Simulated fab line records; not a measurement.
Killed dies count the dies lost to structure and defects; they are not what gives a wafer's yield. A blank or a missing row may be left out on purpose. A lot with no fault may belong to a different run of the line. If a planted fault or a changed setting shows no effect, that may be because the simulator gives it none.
The tool behind it: which one? :: flow sky130 :: 7 lots with 21 wafers sampled at 2 steps, on a route of 708 steps

WHAT EACH GAUGE READ, for each wafer
SKY_SONOS_TUNNEL_OVL_MEAS_08.
lot: L531
measured: day 11 12:17
on: overlay-02
SONOS_TUNNEL_OVL (nm): -2.8 -2.0 -1.2

lot: L535
measured: day 12 20:31
on: overlay-02
SONOS_TUNNEL_OVL (nm): 0.5 1.3 -0.7

lot: L538
measured: day 13 22:55
on: overlay-02
SONOS_TUNNEL_OVL (nm): -0.7 -1.2 -1.6

lot: L540
measured: day 14 08:21
on: overlay-02
SONOS_TUNNEL_OVL (nm): -0.9 -1.2 -1.4

lot: L542
measured: day 14 21:52
on: overlay-02
SONOS_TUNNEL_OVL (nm): 36.7 37.2 36.1

lot: L545
measured: day 16 02:15
on: overlay-01
SONOS_TUNNEL_OVL (nm): -2.0 -1.4 -0.9

lot: L550
measured: day 17 18:48
on: overlay-01
SONOS_TUNNEL_OVL (nm): -1.7 -1.3 -1.7

TOOL THAT RAN EACH LOT (tool first, then ch and the chambers of the sampled wafers, then the start)
lot: L531
SKY_SONOS_TUNNEL_EXPOSE_04: iline_stepper-02 ch 0, day 11 01:30

lot: L535
SKY_SONOS_TUNNEL_EXPOSE_04: iline_stepper-02 ch 0, day 12 08:21

lot: L538
SKY_SONOS_TUNNEL_EXPOSE_04: iline_stepper-01 ch 0, day 13 11:20

lot: L540
SKY_SONOS_TUNNEL_EXPOSE_04: iline_stepper-02 ch 0, day 13 19:33

lot: L542
SKY_SONOS_TUNNEL_EXPOSE_04: iline_stepper-01 ch 0, day 14 09:11

lot: L545
SKY_SONOS_TUNNEL_EXPOSE_04: iline_stepper-02 ch 0, day 15 12:30

lot: L550
SKY_SONOS_TUNNEL_EXPOSE_04: iline_stepper-02 ch 0, day 17 04:08
- SKY_SONOS_TUNNEL_EXPOSE_04: exposes mask TUNM, target cd 410 nm.

THE ANSWER, worked out from the rows above alone
Rule: the lots themselves supply what counts as usual. Put in order of their means at a reading, lots are off if they are a third of the lots or fewer, leave a main group of 4 or more, and stand apart from it by a gap of 3 or more times the standard deviation of the main group's means; of several such gaps the widest counts. A main group is skipped when, at the precision printed for the reading in the tables above, its means are all equal. A lot without any number at a reading at which 4 lots or more have one is off too. The other lots that the step has rows for count as sound.
Off: at SKY_SONOS_TUNNEL_OVL_MEAS_08 (SONOS_TUNNEL_OVL), L542. The main group: mean -1.2 nm, standard deviation 0.74.
If a tool, at a process step before that reading, ran all the lots that are off and no sound lot after the first of them, it fits. The gauges at SKY_SONOS_TUNNEL_OVL_MEAS_08 are tried like those tools. This does not decide it: 2 tools fit, namely iline_stepper-01 at SKY_SONOS_TUNNEL_EXPOSE_04 and overlay-02 at SKY_SONOS_TUNNEL_OVL_MEAS_08.

WHAT WAS PUT IN BY THE SIMULATOR
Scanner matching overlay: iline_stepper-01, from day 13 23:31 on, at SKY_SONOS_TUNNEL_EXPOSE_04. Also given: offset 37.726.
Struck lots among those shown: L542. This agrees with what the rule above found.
